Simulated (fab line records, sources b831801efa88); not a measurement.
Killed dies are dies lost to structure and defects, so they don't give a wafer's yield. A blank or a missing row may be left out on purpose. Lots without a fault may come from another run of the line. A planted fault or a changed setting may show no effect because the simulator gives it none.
One fault seen from 2 desks | flow gf180mcu | each desk has only its own numbers; what lay behind them comes last

THE TOOL OWNER'S DESK: pecvd-03
The tool's own readings at GF_CONTACT_CVD_02 (deposits SiO2 from TEOS, target thk 860 nm, time 95.992 s): means of the sampled wafers that have a number, for each lot that ran on this tool. A lot is out of limits, marked OUT, if its mean lies more than 4 standard deviations from the usual mean; the brackets give that distance.
Columns: A = heater_power_w at GF_CONTACT_CVD_02, usual 672 W
lot  | first seen here | A
L445 | day 14 14:13    | 737
L447 | day 15 08:36    | 715
L448 | day 16 01:46    | 846
L449 | day 16 22:37    | 629
L455 | day 19 09:56    | 813
L458 | day 20 11:01    | 729
This desk's finding: nothing out of limits on any of the 6 lots.

THE METROLOGY DESK
What the gauges read, lot by lot, whatever tool the lot ran on: means of the sampled wafers that have a number. A lot is out of limits, marked OUT, if its mean lies more than 4 standard deviations from the usual mean; the brackets give that distance.
Columns: A = cd_nm at GF_PSD_CD_MEAS_07, usual 400.3 nm; B = CONTACT_CVD_02_THK at GF_CONTACT_THK_MEAS_03, usual 857 nm; C = CONTACT_OVL at GF_CONTACT_OVL_MEAS_15, usual 1 nm
lot  | first seen here | A     | B              | C
L445 | day 13 16:34    | 402.3 | 859            | -0
L446 | day 14 05:38    | 396.9 | 859            | 2
L447 | day 14 09:26    | 401.5 | 868            | 10
L448 | day 15 02:04    | 398.2 | 860            | -2
L449 | day 15 23:12    | 403.3 | 857            | -1
L452 | day 16 14:12    | 401.3 | 851            | -7
L455 | day 18 07:46    | 397.5 | 1298 (+37) OUT | -2
L458 | day 19 08:31    | 402.6 | 1091 (+19) OUT | -2
L461 | day 19 22:03    | 400.9 | 861            | -4
L463 | day 20 14:48    | 402.4 | 840            | 3
L465 | day 21 04:03    | 401.3 | 869            | 3
L466 | day 21 07:44    | 402.9 | 850            | 4
L468 | day 21 23:39    | 398.7 | 862            | -7
This desk's finding: out of limits on L455, L458; first on L455, day 19 10:01 (CONTACT_CVD_02_THK at GF_CONTACT_THK_MEAS_03). In limits: L445, L446, L447, L448, L449, L452, L461, L463, L465, L466, L468.

PUT TOGETHER
The metrology desk could have raised an alarm at day 19 10:01, on L455, L458.
The tool owner's desk saw nothing out of limits.
The tool owner's desk has L455, L458 on record, within its limits.
Of the lots named, all ran GF_CONTACT_CVD_02 on pecvd-03.

WHAT THE SIMULATOR HAD PUT IN
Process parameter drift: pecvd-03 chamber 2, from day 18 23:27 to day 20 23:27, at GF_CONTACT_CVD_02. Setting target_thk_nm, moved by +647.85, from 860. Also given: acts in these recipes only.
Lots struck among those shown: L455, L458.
Hours from the fault's start to each desk's first reading out of limits: the metrology desk, 11.
